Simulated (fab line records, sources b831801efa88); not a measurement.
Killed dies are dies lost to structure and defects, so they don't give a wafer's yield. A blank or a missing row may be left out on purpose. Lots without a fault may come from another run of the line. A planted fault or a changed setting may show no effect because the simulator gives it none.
fab line records | flow gf180mcu
record lots=12 wafers=36 last_day=34
route steps=602 shown HV_LDD@196 SALICIDE@281 V1@351
lots that met no fault: from a run of the same line without faults
start_h: hours from the record's first day to the start of the lot's first wafer shown | wait_h: hours since the lot's step before | " the same as in the row above | L1.1+2: a row that stands for several wafers | - no value, or no start given | * or withheld: withheld | < > ~ a bound
route shown NAME@n: a module of which the file shows steps, and the number in the route of the first | usual: mean/standard deviation of fault-free wafers | same: alike in all rows | chamber/n: place in a boat | sites: the reading at each site | _std_site: their standard deviation | _edge_site: outer sites' mean less inner sites' | radius_mm: how far each site lies from the wafer's centre | mask NAME#n: copy n | behind: the tool/chamber that last shaped the wafer | hold: why the lot was held/for how many hours/how that ended | device: the transistor (n, p or np) that didn't switch | end of line: the same wafers' tests at the end of the route | a step without rows: its recipe alone | killed: dies lost to structure and defects at the first sort, not the wafer's yield | map: a wafer's dies, x killed, . not, _ none there
set.NAME: the setting as run; set.NAME@STEP: as run at that earlier step | model.NAME: the simulator's own value behind a step, which no gauge read
steps of the route over a sample of lots; a table a step, a row a wafer
services: from which hour (start_h, from the record's first day; less than 0 if before it) a tool's chamber was out of use, for how many hours, and why
## steps
# step GF_HV_LDD_OVL_MEAS_20
# usual HV_LDD_01_OVL=-1.1/1.5
# columns lot.wafer tool chamber start_h wait_h HV_LDD_01_OVL[nm]
L491.2 overlay-01 - 268.87 0.1 0.2
L491.4 " - " " -0.7
L491.5 " - " " 0.4
L493.1 overlay-02 - 280.55 0.1 -0.7
L493.4 " - " " -2.3
L493.5 " - " " -1.8
L492.4 overlay-01 - 280.87 0.1 -0.8
L492.5 " - " " -2.7
L492.6 " - " " -3.0
L498.1 overlay-02 - 320.81 0.1 -0.1
L498.2 " - " " 0.1
L498.6 " - " " -0.3
L499.4 overlay-02 - 327.32 0.1 -1.9
L499.5 " - " " -0.3
L499.6 " - " " -1.8
L500.2 overlay-02 - 335.17 0.1 -1.8
L500.4 " - " " -2.1
L500.5 " - " " -1.5
L501.2 overlay-01 - 339.36 0.1 -3.5
L501.3 " - " " -2.8
L501.5 " - " " -2.5
L503.2 overlay-01 - 359.26 0.1 -0.3
L503.3 " - " " 1.8
L503.5 " - " " -0.9
L504.2 overlay-01 - 363.91 0.1 -1.8
L504.4 " - " " -3.3
L504.6 " - " " -2.9
L505.1 overlay-01 - 375.41 0.1 -0.5
L505.3 " - " " -2.3
L505.5 " - " " 0.0
L507.2 overlay-01 - 385.16 0.1 -1.5
L507.3 " - " " 0.9
L507.5 " - " " 0.2
L511.2 overlay-01 - 416.26 0.1 -0.2
L511.3 " - " " 0.0
L511.6 " - " " -0.4
# step GF_SALICIDE_SPUTTER_03
# recipe material=TiN target_thk_nm=20 power_w=6500 time_s=16.7 chamber_pressure_pa=0.4
# usual throttle_valve_pct=30.5/0.89
# columns lot.wafer tool chamber start_h wait_h throttle_valve_pct
L491.2 pvd_sputter-01 - 382.00 0.0 30.6
L491.4 " - " " 29.6
L491.5 " - " " 29.7
L493.1 pvd_sputter-03 - 395.22 0.0 31.4
L493.4 " - " " 32.1
L493.5 " - " " 30.7
L492.4 pvd_sputter-02 - 398.91 0.0 29.6
L492.5 " - " " 28.6
L492.6 " - " " 30.8
L498.1 pvd_sputter-02 - 442.87 0.0 28.3
L498.2 " - " " 29.8
L498.6 " - " " 30.1
L499.4 pvd_sputter-03 - 448.96 0.0 30.7
L499.5 " - " " 31.0
L499.6 " - " " 30.1
L500.2 pvd_sputter-01 - 457.31 0.0 30.9
L500.4 " - " " 30.8
L500.5 " - " " 30.7
L501.2 pvd_sputter-01 - 462.35 0.0 30.8
L501.3 " - " " 30.8
L501.5 " - " " 30.9
L503.2 pvd_sputter-01 - 485.61 0.0 29.7
L503.3 " - " " 31.1
L503.5 " - " " 30.5
L504.2 pvd_sputter-01 - 489.73 0.0 29.7
L504.4 " - " " 30.7
L504.6 " - " " 30.3
L505.1 pvd_sputter-03 - 499.21 0.0 30.8
L505.3 " - " " 29.9
L505.5 " - " " 32.2
L507.2 pvd_sputter-03 - 510.71 0.0 32.5
L507.3 " - " " 31.2
L507.5 " - " " 32.0
L511.2 pvd_sputter-02 - 540.87 0.0 29.9
L511.3 " - " " 30.9
L511.6 " - " " 28.2
# step GF_SALICIDE_THK_MEAS_05
# recipe thk_meas_gauge=xrf reads=TiN_of_SALICIDE_SPUTTER_03
# usual SALICIDE_TIN_THK=19.83/0.22
# columns lot.wafer tool chamber start_h wait_h SALICIDE_TIN_THK[nm]
L491.2 film_metro-04 - 382.15 0.1 20.02
L491.4 " - " " 20.02
L491.5 " - " " 19.98
L493.1 film_metro-04 - 395.37 0.1 20.12
L493.4 " - " " 20.02
L493.5 " - " " 20.12
L492.4 film_metro-04 - 399.08 0.1 19.94
L492.5 " - " " 19.99
L492.6 " - " " 19.72
L498.1 film_metro-02 - 443.02 0.1 19.34
L498.2 " - " " 19.58
L498.6 " - " " 19.47
L499.4 film_metro-04 - 449.13 0.1 19.95
L499.5 " - " " 19.89
L499.6 " - " " 21.78
L500.2 film_metro-02 - 457.47 0.1 20.07
L500.4 " - " " 20.02
L500.5 " - " " 19.97
L501.2 film_metro-02 - 462.50 0.1 20.02
L501.3 " - " " 19.81
L501.5 " - " " 19.93
L503.2 film_metro-01 - 485.76 0.1 19.82
L503.3 " - " " 19.99
L503.5 " - " " 19.93
L504.2 film_metro-01 - 489.89 0.1 19.82
L504.4 " - " " 19.68
L504.6 " - " " 19.85
L505.1 film_metro-01 - 499.36 0.1 19.80
L505.3 " - " " 19.50
L505.5 " - " " 19.35
L507.2 film_metro-02 - 510.86 0.1 19.53
L507.3 " - " " 19.80
L507.5 " - " " 19.65
L511.2 film_metro-01 - 541.03 0.1 19.81
L511.3 " - " " 19.88
L511.6 " - " " 20.08
# step GF_V1_ETCH_16
# recipe chemistry=N2/H2 target_depth_a=withheld overetch_a=withheld time_s=withheld target=BARC ion_energy_ev=200 source_w=500 bias_w=100 pressure_mtorr=30 n2_flow_sccm=100 h2_flow_sccm=200
# usual bias_w=100.06/0.29 drypump_motor_current_A=5.7/0.36 oes_product_au=0.855/0.0045 throttle_valve_pct=13.225/0.0081
# columns lot.wafer tool chamber start_h wait_h bias_w drypump_motor_current_A oes_product_au throttle_valve_pct
L491.2 rie_diel-04 1 457.70 0.0 100.46 6.2 0.854 13.228
L491.4 " 3 " " 99.92 5.7 0.854 13.228
L491.5 " 0 " " 100.22 6.0 0.853 13.215
L493.1 rie_diel-04 3 472.44 0.0 100.03 5.7 0.863 13.222
L493.4 " 2 " " 100.25 6.0 0.853 13.215
L493.5 " 3 " " 99.69 5.7 0.859 13.230
L492.4 rie_diel-03 0 475.09 0.0 100.22 5.3 0.853 13.228
L492.5 " 0 " " 99.58 5.3 0.857 13.220
L492.6 " 1 " " 100.40 5.0 0.857 13.225
L498.1 rie_diel-03 2 519.34 0.0 99.74 5.6 0.860 13.234
L498.2 " 3 " " 99.95 5.1 0.860 13.221
L498.6 " 1 " " 100.06 5.0 0.853 13.225
L499.4 rie_diel-04 0 525.18 0.0 100.22 6.0 0.853 13.214
L499.5 " 0 " " 100.21 6.0 0.848 13.225
L499.6 " 1 " " 100.21 6.2 0.863 13.227
L500.2 rie_diel-03 3 534.14 0.0 99.93 5.1 0.856 13.234
L500.4 " 0 " " 100.24 5.3 0.855 13.225
L500.5 " 2 " " 100.14 5.6 0.853 13.231
L501.2 rie_diel-02 0 539.20 0.0 100.09 5.5 0.856 13.225
L501.3 " 1 " " 100.52 5.4 0.854 13.213
L501.5 " 2 " " 99.97 5.9 0.852 13.231
L503.2 rie_diel-02 0 559.39 0.0 100.42 5.5 0.852 13.223
L503.3 " 3 " " 100.13 5.9 0.861 13.229
L503.5 " 2 " " 99.45 5.9 0.861 13.220
L504.2 rie_diel-02 1 564.64 0.0 99.66 5.3 0.862 13.228
L504.4 " 2 " " 99.68 5.9 0.857 13.231
L504.6 " 3 " " 99.88 5.9 0.860 13.237
L505.1 rie_diel-03 1 572.24 0.0 100.00 5.0 0.855 13.215
L505.3 " 3 " " 99.79 5.1 0.846 13.220
L505.5 " 2 " " 100.28 5.5 0.849 13.220
L507.2 rie_diel-03 1 582.89 0.0 99.51 5.0 0.850 13.210
L507.3 " 3 " " 99.82 5.1 0.854 13.234
L507.5 " 0 " " 99.84 5.3 0.853 13.220
L511.2 rie_diel-02 3 611.04 0.0 99.72 5.9 0.850 13.208
L511.3 " 0 " " 100.18 5.5 0.854 13.218
L511.6 " 1 " " 100.10 5.3 0.850 13.219
# step GF_V1_STRIP_18
# recipe chemistry=O2/N2 power_w=1400 pressure_mtorr=1500 platen_temp_c=250 o2_flow_sccm=3000 n2_flow_sccm=300 overash_fraction=0.5
# usual drypump_motor_current_A=5.7/0.38 heater_power_w=324/53 oes_product_au=0.593/0.0044
# columns lot.wafer tool chamber start_h wait_h drypump_motor_current_A heater_power_w oes_product_au rf_hours_counter_h
L491.2 plasma_asher-04 1 457.82 - 6.1 271 0.587 70
L491.4 " 1 " " 6.1 268 0.597 -
L491.5 " 0 " " 5.6 342 0.587 -
L493.1 plasma_asher-04 1 472.57 - 6.1 271 0.592 72
L493.4 " 1 " " 6.1 263 0.587 -
L493.5 " 0 " " 5.5 345 0.599 -
L492.4 plasma_asher-01 0 475.26 - 4.9 280 0.587 -
L492.5 " 1 " " 5.8 409 0.602 -
L492.6 " 0 " " 4.9 290 0.590 -
L498.1 plasma_asher-04 1 519.47 - 6.1 268 0.588 77
L498.2 " 0 " " 5.5 336 0.587 77
L498.6 " 0 " " 5.6 337 0.589 -
L499.4 plasma_asher-01 0 525.34 - 4.9 289 0.588 -
L499.5 " 0 " " 5.0 290 0.591 -
L499.6 " 1 " " 5.8 424 0.588 -
L500.2 plasma_asher-04 0 534.27 - 5.6 343 0.599 78
L500.4 " 0 " " 5.6 342 0.593 -
L500.5 " 0 " " 5.6 341 0.589 -
L501.2 plasma_asher-01 1 539.33 - 5.8 424 0.588 41
L501.3 " 1 " " 5.8 416 0.587 -
L501.5 " 0 " " 4.9 288 0.589 -
L503.2 plasma_asher-04 1 559.52 - 6.1 269 0.594 81
L503.3 " 1 " " 6.1 276 0.592 -
L503.5 " 0 " " 5.6 348 0.594 -
L504.2 plasma_asher-04 0 564.77 - 5.6 339 0.591 82
L504.4 " 0 " " 5.5 344 0.594 -
L504.6 " 0 " " 5.6 336 0.594 -
L505.1 plasma_asher-04 1 572.37 - 6.1 268 0.590 82
L505.3 " 0 " " 5.6 345 0.594 -
L505.5 " 1 " " 6.1 267 0.595 -
L507.2 plasma_asher-04 1 583.02 - 6.1 270 0.596 84
L507.3 " 1 " " 6.1 274 0.591 -
L507.5 " 1 " " 6.1 267 0.589 -
L511.2 plasma_asher-01 1 611.17 - 5.8 419 0.595 48
L511.3 " 1 " " 5.7 430 0.590 -
L511.6 " 0 " " 5.0 288 0.592 -
## services
# columns tool chamber start_h hours kind
plasma_asher-01 - 369.13 6.1 repair
rie_diel-02 0 369.90 - clean
rie_diel-02 0 369.90 22.7 scheduled_down
rie_diel-02 0 369.90 22.7 vent_cycle
rie_diel-03 1 374.15 4.2 repair
plasma_asher-01 - 374.88 0.7 repair
pvd_sputter-03 1 385.93 - consumable_replace:kit
pvd_sputter-03 1 385.93 18.0 scheduled_down
pvd_sputter-03 1 385.93 18.0 vent_cycle
rie_diel-03 - 386.31 0.3 repair
rie_diel-04 - 407.57 1.1 repair
plasma_asher-04 - 411.49 2.0 repair
pvd_sputter-02 - 416.07 5.7 repair
plasma_asher-01 - 430.14 5.6 repair
rie_diel-03 2 444.52 8.3 repair
plasma_asher-01 - 468.72 3.4 repair
rie_diel-03 1 500.34 3.8 repair
pvd_sputter-02 - 519.29 2.9 repair
rie_diel-04 - 525.67 4.3 pm
pvd_sputter-03 - 527.32 0.7 repair
rie_diel-04 - 567.37 14.6 pm
rie_diel-03 2 580.27 5.9 repair
plasma_asher-01 - 595.13 13.3 repair
rie_diel-03 1 610.34 3.2 repair
## key
first_sign step=GF_SALICIDE_THK_MEAS_05 reading=SALICIDE_TIN_THK direction=up sigmas=8.7 usual=19.83 struck=21.78
effect none on later readings
met_at GF_SALICIDE_SPUTTER_03
struck_lots L499
struck_wafers L499.6
tester_left_out L499
not_acting_at GF_HV_LDD_OVL_MEAS_20,GF_V1_ETCH_16,GF_V1_STRIP_18
fault kind=process_parameter_drift tool=pvd_sputter-03 chamber=- onset_h=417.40 steps=GF_SALICIDE_SPUTTER_03 channel=target_thk_nm offset=1.983 shape=step end_h=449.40 acts_in=these_recipes_only stated=20 scope=struck_wafers_only
# tester_left_out: of these lots the tester's yield and bins aren't shown, on N5 and GAA mostly nor the transistor test; their killed dies are dies lost to structure and defects alone, not to doping, threshold or leakage, so they don't give the yield
